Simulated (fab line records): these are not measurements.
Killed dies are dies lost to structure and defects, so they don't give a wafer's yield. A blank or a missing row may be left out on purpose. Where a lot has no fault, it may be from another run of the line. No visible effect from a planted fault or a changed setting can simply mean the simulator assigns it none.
fab line records    flow sky130
record: lots: 6  wafers: 18  lastDay: 50
route steps=708 shown LDD_HVP@288 LDD_LDN@289 PAD_OPEN@708
lots that met no fault: from a run of the same line without faults
startH: hours from the record's opening day to when the first of the lot's shown wafers began    waitH: hours elapsed since this lot's preceding step    " the same as in the row above    L1.1+2: a single row standing in for several wafers    - no value, or no start was given    * or withheld: withheld    < > ~ a bound
route shown NAME@n: a module of which the file shows steps, and the number in the route of the first    usual: mean/standard deviation taken from wafers without a fault    same: alike in all rows    chamber/n: place in a boat    sites: readings site by site    _std_site: standard deviation of those values    _edge_site: the outer-site mean with the inner-site mean subtracted    radiusMm: for every site, how far away it sits from the centre of the wafer    mask NAME#n: copy n    behind: tool/chamber where the wafer was last shaped    hold: the reason the lot was held/the length of the hold in hours/how it ended    device: names the non-switching transistor (n, p or np)    end of line: at the end of the route, the tests of the same wafers    step lacking rows: just its recipe    killed: dies that structure and defects cost at the first sort, which is not the same as the wafer's yield    map: a wafer's dies, x killed, . not, _ none there
set.NAME: the setting that was run; set.NAME@STEP: the one run at that earlier step    model.NAME: the simulator's own value behind a step, which no gauge read
certain route steps with their lots: each step a table, each wafer a row
services: when a tool's chamber went out of use (startH, in hours from the record's first day, below 0 if earlier), for how many hours, and the reason
== steps ==
step: SKY_LDD_HVP_TW_MEAS_10
usual: LDD_HVP_TW: 452/3.1
lot.wafer  tool          chamber  startH  waitH  LDD_HVP_TW
L502.2     filmMetro-04  -        519.35  0.1    449
L502.3     "             -        "       "      451
L502.6     "             -        "       "      449
L504.3     filmMetro-01  -        556.62  0.1    458
L504.4     "             -        "       "      462
L504.5     "             -        "       "      460
L513.3     filmMetro-01  -        623.45  0.1    459
L513.4     "             -        "       "      459
L513.6     "             -        "       "      459
L514.2     filmMetro-01  -        628.27  0.1    457
L514.3     "             -        "       "      458
L514.5     "             -        "       "      460
L521.1     filmMetro-04  -        687.30  0.1    448
L521.2     "             -        "       "      448
L521.6     "             -        "       "      450
L520.1     filmMetro-02  -        688.40  0.1    453
L520.2     "             -        "       "      455
L520.6     "             -        "       "      451
step: SKY_LDD_LDN_DEHYDRATE_00
recipe: tempC: 200  timeS: 60
step: SKY_LDD_LDN_HMDS_01
recipe: primeTimeS: 60  primeTempC: 120
step: SKY_LDD_LDN_COAT_02
recipe: resist: NOVOLAK  spinRpm: 3000  resistThkNm: 1140
step: SKY_LDD_LDN_SOFTBAKE_03
recipe: tempC: 90  timeS: 60  resist: NOVOLAK
step: SKY_LDD_LDN_EXPOSE_04
recipe: maskId: LDNTM  na: 0.6  sourceShape: conventional  sigmaOuter: 0.6  polarization: unpolarized  targetCdNm: 700  doseMj: 140
step: SKY_LDD_LDN_PEB_05
recipe: tempC: withheld  timeS: *  resist: NOVOLAK
step: SKY_LDD_LDN_DEVELOP_06
recipe: resist: NOVOLAK  developer: TMAH  developTimeS: 60  devTempC: 23
step: SKY_LDD_LDN_OVL_MEAS_07
usual: LDD_LDN_OVL: -0.2/1.4
lot.wafer  tool        chamber  startH  waitH  LDD_LDN_OVL[nm]
L502.2     overlay-02  -        549.54  0.1    -2.3
L502.3     "           -        "       "      0.6
L502.6     "           -        "       "      -1.6
L504.3     overlay-02  -        586.07  0.1    -1.1
L504.4     "           -        "       "      0.5
L504.5     "           -        "       "      -0.1
L513.3     overlay-02  -        651.62  0.1    2.3
L513.4     "           -        "       "      2.1
L513.6     "           -        "       "      0.6
L514.2     overlay-02  -        656.79  0.1    -0.8
L514.3     "           -        "       "      0.4
L514.5     "           -        "       "      -0.8
L521.1     overlay-02  -        714.93  0.1    1.7
L521.2     "           -        "       "      2.0
L521.6     "           -        "       "      -0.1
L520.1     overlay-02  -        715.53  0.1    -0.6
L520.2     "           -        "       "      -1.2
L520.6     "           -        "       "      -0.8
step: SKY_LDD_LDN_IMPLANT_08
recipe: species: As  energyKev: 15  doseCm2: 1.25e+13  tiltDeg: withheld  rotationDeg: 23
step: SKY_LDD_LDN_IMPLANT_09
recipe: species: As  energyKev: 15  doseCm2: 1.25e+13  tiltDeg: withheld  rotationDeg: 113
step: SKY_LDD_LDN_IMPLANT_10
recipe: species: As  energyKev: 15  doseCm2: 1.25e+13  tiltDeg: withheld  rotationDeg: 203
step: SKY_LDD_LDN_IMPLANT_11
recipe: species: As  energyKev: 15  doseCm2: 1.25e+13  tiltDeg: withheld  rotationDeg: 293
usual: doseIonsCm2: 1.2499e+13/1.3e+10  faradayCurrentUA: 70.5/1.2
same: implantIonAmu: 75
lot.wafer  tool          chamber  startH  waitH  doseIonsCm2  faradayCurrentUA
L502.2     implanter-02  0        550.04  0.1    1.2504e+13   68.8
L502.3     "             0        "       "      1.2495e+13   72.0
L502.6     "             0        "       "      1.2515e+13   68.8
L504.3     implanter-01  0        586.60  0.1    1.2494e+13   69.4
L504.4     "             0        "       "      1.2495e+13   69.9
L504.5     "             0        "       "      1.2494e+13   71.0
L513.3     implanter-02  0        652.45  0.1    5.06e+12     28.8
L513.4     "             0        "       "      5.086e+12    29.0
L513.6     "             0        "       "      5.075e+12    28.0
L514.2     implanter-02  0        657.29  0.1    5.112e+12    29.2
L514.3     "             0        "       "      5.106e+12    29.4
L514.5     "             0        "       "      5.124e+12    29.2
L521.1     implanter-01  0        715.42  0.1    1.2513e+13   70.5
L521.2     "             0        "       "      1.2516e+13   69.8
L521.6     "             0        "       "      1.2527e+13   69.6
L520.1     implanter-03  0        716.02  0.1    1.2462e+13   71.7
L520.2     "             0        "       "      1.2502e+13   71.0
L520.6     "             0        "       "      1.2485e+13   70.1
step: SKY_LDD_LDN_STRIP_12
recipe: chemistry: O2/N2  powerW: 1400  pressureMtorr: 1500  platenTempC: withheld  o2FlowSccm: 3000  n2FlowSccm: 300  overashFraction: 0.5
usual: chamberPressureMTorr: 1500.1/1.4  drypumpMotorCurrentA: 5.54/0.25  oesProductAu: 0.715/0.0048  stripTimeToEndpointS: 14.17/0.032
lot.wafer  tool            chamber  startH  waitH  chamberPressureMTorr  drypumpMotorCurrentA  oesProductAu  rfHoursCounterH  stripTimeToEndpointS
L502.2     plasmaAsher-03  0        550.17  0.1    1498.8                5.14                  0.712         83               14.20
L502.3     "               0        "       "      1499.2                5.13                  0.712         -                14.19
L502.6     "               1        "       "      1500.5                5.69                  0.715         -                14.20
L504.3     plasmaAsher-03  1        586.73  0.1    1498.7                5.71                  0.720         -                14.15
L504.4     "               0        "       "      1501.2                5.14                  0.708         -                14.17
L504.5     "               1        "       "      1502.7                5.67                  0.719         -                14.16
L513.3     plasmaAsher-01  0        652.58  0.1    1498.8                5.59                  0.722         -                14.19
L513.4     "               1        "       "      1499.7                5.86                  0.715         -                14.17
L513.6     "               0        "       "      1500.4                5.60                  0.720         -                14.13
L514.2     plasmaAsher-03  1        657.42  0.1    1502.3                5.72                  0.718         94               14.15
L514.3     "               0        "       "      1499.3                5.14                  0.716         -                14.17
L514.5     "               0        "       "      1502.5                5.14                  0.718         -                14.17
L521.1     plasmaAsher-01  0        715.57  0.1    1499.1                5.60                  0.715         31               14.20
L521.2     "               1        "       "      1499.6                5.85                  0.712         31               14.14
L521.6     "               0        "       "      1499.4                5.60                  0.721         -                14.20
L520.1     plasmaAsher-03  1        716.17  0.1    1498.4                5.73                  0.717         102              14.19
L520.2     "               0        "       "      1501.5                5.16                  0.721         102              14.19
L520.6     "               0        "       "      1502.2                5.18                  0.711         -                14.19
step: SKY_LDD_LDN_TW_MEAS_13
usual: LDD_LDN_TW: 1484/11
lot.wafer  tool          chamber  startH  waitH  LDD_LDN_TW
L502.2     filmMetro-02  -        550.28  0.1    1476
L502.3     "             -        "       "      1473
L502.6     "             -        "       "      1478
L504.3     filmMetro-03  -        586.82  0.1    1480
L504.4     "             -        "       "      1481
L504.5     "             -        "       "      1479
L513.3     filmMetro-03  -        652.67  0.1    1422
L513.4     "             -        "       "      1426
L513.6     "             -        "       "      1425
L514.2     filmMetro-02  -        657.53  0.1    1401
L514.3     "             -        "       "      1403
L514.5     "             -        "       "      1403
L521.1     filmMetro-03  -        715.67  0.1    1493
L521.2     "             -        "       "      1490
L521.6     "             -        "       "      1493
L520.1     filmMetro-03  -        716.27  0.1    1495
L520.2     "             -        "       "      1501
L520.6     "             -        "       "      1491
step: SKY_LDD_LDN_CLEAN_14
recipe: chemistry: SC1/SC2  mix: 1:4:20  tempC: 70  timeS: 150  dry: n2Spin
step: SKY_PAD_OPEN_PROBE_99
usual: killed_at_M0_to_M3: 43/7  killed_at_M4_up: 3.3/1.8  killedAtContacts: 24/6.2  killedAtFrontEnd: 16/4.7  killedAtOther: 0.4/0.58  killedDies: 87/10  killedOpen: 47/6.4  killedShort: 39/7
same: grossDies: 492  killedAtBackSide: 0
lot.wafer  tool       chamber  startH   waitH  killed_at_M0_to_M3  killed_at_M4_up  killedAtContacts  killedAtFrontEnd  killedAtOther  killedDies  killedOpen  killedShort  model.etest.tipSonos.rsOhmSq
L502.2     prober-02  -        1091.26  0.1    41                  2                32                8                 0              83          46          37           2765
L502.3     prober-02  -        1091.31  0.2    36                  4                36                14                0              90          49          41           2767
L502.6     prober-02  -        1091.46  0.2    40                  6                44                15                0              105         49          56           2701
L504.3     prober-02  -        1114.04  0.2    31                  3                20                20                0              74          43          31           2758
L504.4     prober-02  -        1114.09  0.2    50                  3                20                7                 0              80          48          32           2732
L504.5     prober-02  -        1114.14  0.2    41                  3                22                23                0              89          46          43           2735
L513.3     prober-01  -        1165.76  0.2    35                  6                26                11                0              78          46          31           2874
L513.4     prober-01  -        1165.81  0.2    32                  3                27                29                0              91          46          41           2903
L513.6     prober-01  -        1165.91  0.2    24                  4                38                19                1              86          46          39           2878
L514.2     prober-02  -        1166.19  0.1    37                  2                24                9                 0              72          48          24           2796
L514.3     prober-02  -        1166.24  0.2    59                  5                31                22                0              117         69          48           2841
L514.5     prober-02  -        1166.34  0.2    42                  4                24                11                0              81          52          29           2830
L521.1     prober-02  -        1201.74  0.1    45                  4                20                13                0              82          47          35           2762
L521.2     prober-02  -        1201.79  0.1    50                  2                27                18                0              97          54          43           2731
L521.6     prober-02  -        1201.99  0.2    50                  1                22                15                0              88          52          36           2780
L520.1     prober-01  -        1202.37  0.1    30                  2                25                10                1              68          31          37           2688
L520.2     prober-01  -        1202.42  0.1    35                  3                18                16                0              72          39          33           2707
L520.6     prober-01  -        1202.62  0.2    51                  3                27                7                 1              89          43          46           2693
killed by level:class
L502.2 VIA1:geometricParticle:open=13 CONTACT:geometricParticle:short=8 CONTACT:geometricParticle:open=7 LI_CONTACT:geometricParticle:open=6 VIA1:geometricParticle:short=6 LOCAL_INTERCONNECT:geometricParticle:open=5 METAL1:geometricParticle:short=5 VIA3:geometricParticle:open=5
L502.3 CONTACT:geometricParticle:open=16 VIA1:geometricParticle:open=8 METAL2:geometricParticle:short=8 LOCAL_INTERCONNECT:geometricParticle:short=7 CONTACT:geometricParticle:short=6 VIA3:geometricParticle:open=6 LI_CONTACT:geometricParticle:open=5 METAL1:geometricParticle:short=5
L502.6 CONTACT:geometricParticle:open=13 LI_CONTACT:geometricParticle:short=9 CONTACT:geometricParticle:short=8 VIA1:geometricParticle:open=8 LOCAL_INTERCONNECT:geometricParticle:short=6 METAL3:geometricParticle:short=6 LI_CONTACT:geometricParticle:open=6 METAL1:geometricParticle:short=6
L504.3 POLY_GATE:geometricParticle:open=9 LI_CONTACT:geometricParticle:open=8 LOCAL_INTERCONNECT:geometricParticle:short=6 VIA1:geometricParticle:short=6 VIA1:geometricParticle:open=6 VIA2:geometricParticle:open=5 VIA3:geometricParticle:open=5 POLY_GATE:geometricParticle:short=4
L504.4 VIA1:geometricParticle:open=16 CONTACT:geometricParticle:open=9 METAL2:geometricParticle:short=7 VIA2:geometricParticle:open=7 LI_CONTACT:geometricParticle:open=4 METAL1:geometricParticle:short=4 VIA1:geometricParticle:short=4 VIA3:geometricParticle:open=4
L504.5 LI_CONTACT:geometricParticle:open=8 VIA3:geometricParticle:open=8 METAL1:geometricParticle:short=7 FIELD_ISO:geometricParticle:open=6 POLY_GATE:geometricParticle:short=6 CONTACT:geometricParticle:open=6 VIA1:geometricParticle:open=6 FIELD_ISO:geometricParticle:short=5
L513.3 CONTACT:geometricParticle:open=10 VIA1:geometricParticle:open=8 LI_CONTACT:geometricParticle:open=6 CONTACT:geometricParticle:short=6 VIA3:geometricParticle:open=6 FIELD_ISO:geometricParticle:open=4 VIA2:geometricParticle:short=4 VIA2:geometricParticle:open=4
L513.4 CONTACT:geometricParticle:open=11 FIELD_ISO:geometricParticle:short=7 FIELD_ISO:geometricParticle:open=7 POLY_GATE:geometricParticle:short=7 VIA1:geometricParticle:open=7 LI_CONTACT:geometricParticle:open=6 VIA1:geometricParticle:short=6 VIA2:geometricParticle:open=6
L513.6 CONTACT:geometricParticle:open=11 LI_CONTACT:geometricParticle:open=10 CONTACT:geometricParticle:short=9 VIA3:geometricParticle:open=7 VIA1:geometricParticle:open=7 FIELD_ISO:geometricParticle:short=5 LOCAL_INTERCONNECT:geometricParticle:short=4 FIELD_ISO:geometricParticle:open=4
L514.2 VIA1:geometricParticle:open=13 CONTACT:geometricParticle:open=11 LI_CONTACT:geometricParticle:open=6 VIA2:geometricParticle:open=6 VIA1:geometricParticle:short=5 SPACER:geometricParticle:open=3 LOCAL_INTERCONNECT:geometricParticle:short=3 VIA3:geometricParticle:short=3
L514.3 VIA1:geometricParticle:open=16 CONTACT:geometricParticle:open=12 VIA3:geometricParticle:open=10 METAL1:geometricParticle:short=9 FIELD_ISO:geometricParticle:open=8 LI_CONTACT:geometricParticle:open=8 VIA1:geometricParticle:short=7 LOCAL_INTERCONNECT:geometricParticle:short=5
L514.5 VIA1:geometricParticle:open=12 CONTACT:geometricParticle:open=10 VIA3:geometricParticle:open=9 FIELD_ISO:geometricParticle:open=7 LI_CONTACT:geometricParticle:open=5 CONTACT:geometricParticle:short=5 METAL3:geometricParticle:short=5 METAL1:geometricParticle:short=4
L521.1 VIA3:geometricParticle:open=9 VIA1:geometricParticle:short=8 VIA1:geometricParticle:open=8 CONTACT:geometricParticle:open=7 FIELD_ISO:geometricParticle:open=5 LOCAL_INTERCONNECT:geometricParticle:short=5 VIA2:geometricParticle:open=5 LI_CONTACT:geometricParticle:open=4
L521.2 VIA1:geometricParticle:open=15 LI_CONTACT:geometricParticle:open=9 CONTACT:geometricParticle:open=7 METAL2:geometricParticle:short=6 LOCAL_INTERCONNECT:geometricParticle:short=6 VIA1:geometricParticle:short=6 VIA3:geometricParticle:open=6 VIA2:geometricParticle:open=5
L521.6 VIA1:geometricParticle:open=11 LI_CONTACT:geometricParticle:open=8 CONTACT:geometricParticle:open=8 VIA2:geometricParticle:open=7 VIA1:geometricParticle:short=6 METAL2:geometricParticle:short=6 VIA3:geometricParticle:open=6 METAL1:geometricParticle:short=4
L520.1 CONTACT:geometricParticle:open=10 VIA1:geometricParticle:open=8 METAL1:geometricParticle:short=6 VIA1:geometricParticle:short=6 LI_CONTACT:geometricParticle:open=4 LI_CONTACT:geometricParticle:short=4 CONTACT:geometricParticle:short=4 METAL3:geometricParticle:short=3
L520.2 LOCAL_INTERCONNECT:geometricParticle:short=6 CONTACT:geometricParticle:open=6 VIA2:geometricParticle:open=6 VIA3:geometricParticle:open=6 FIELD_ISO:geometricParticle:short=5 VIA1:geometricParticle:open=5 VIA1:geometricParticle:short=5 POLY_GATE:geometricParticle:open=4
L520.6 CONTACT:geometricParticle:open=13 VIA1:geometricParticle:open=9 METAL1:geometricParticle:short=8 VIA2:geometricParticle:short=8 VIA3:geometricParticle:open=7 CONTACT:geometricParticle:short=6 VIA1:geometricParticle:short=5 LI_CONTACT:geometricParticle:open=4
== services ==
tool            chamber  startH  hours  kind
implanter-01    -        539.00  2.3    repair
implanter-03    -        577.36  2.1    repair
plasmaAsher-01  -        594.49  1.9    repair
implanter-01    -        595.92  1.8    repair
plasmaAsher-03  -        605.77  6.0    repair
implanter-03    -        648.15  0.7    repair
implanter-01    -        650.77  5.3    pm
implanter-03    -        651.29  5.3    pm
implanter-03    -        657.36  0.6    repair
implanter-03    -        670.16  1.9    repair
implanter-02    -        676.33  1.1    repair
implanter-03    -        696.65  6.7    pm
implanter-01    -        701.02  5.7    repair
implanter-03    -        716.17  12.6   pm
== key ==
firstSign: step: SKY_LDD_LDN_IMPLANT_11  reading: doseIonsCm2  direction: down  sigmas: 99+  usual: *  struck: *
effect: step: SKY_LDD_LDN_IMPLANT_11  reading: faradayCurrentUA  direction: down  sigmas: 34  usual: 70.5  struck: 28.9
effect: step: SKY_LDD_LDN_TW_MEAS_13  reading: LDD_LDN_TW  direction: down  sigmas: 6.4  usual: 1484  struck: 1413
modelEffect: step: SKY_PAD_OPEN_PROBE_99  value: etest.tipSonos.rsOhmSq  without: 2616  struck: 2853
metAt SKY_LDD_LDN_IMPLANT_11
struckWafers L513.3,L513.4,L513.6,L514.2,L514.3,L514.5
testerLeftOut L513,L514
onsetBetween 550.04 652.45
fault: kind: processParameterDrift  tool: implanter-02  chamber: -  onsetH: 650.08  steps: SKY_LDD_LDN_IMPLANT_11  channel: doseCm2  offset: *  shape: step  endH: 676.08  actsIn: *  stated: *
testerLeftOut: of these lots the tester's yield and bins aren't shown, on N5 and GAA mostly nor the transistor test; their killed dies are dies lost to structure and defects alone, not to doping, threshold or leakage, so they don't give the yield
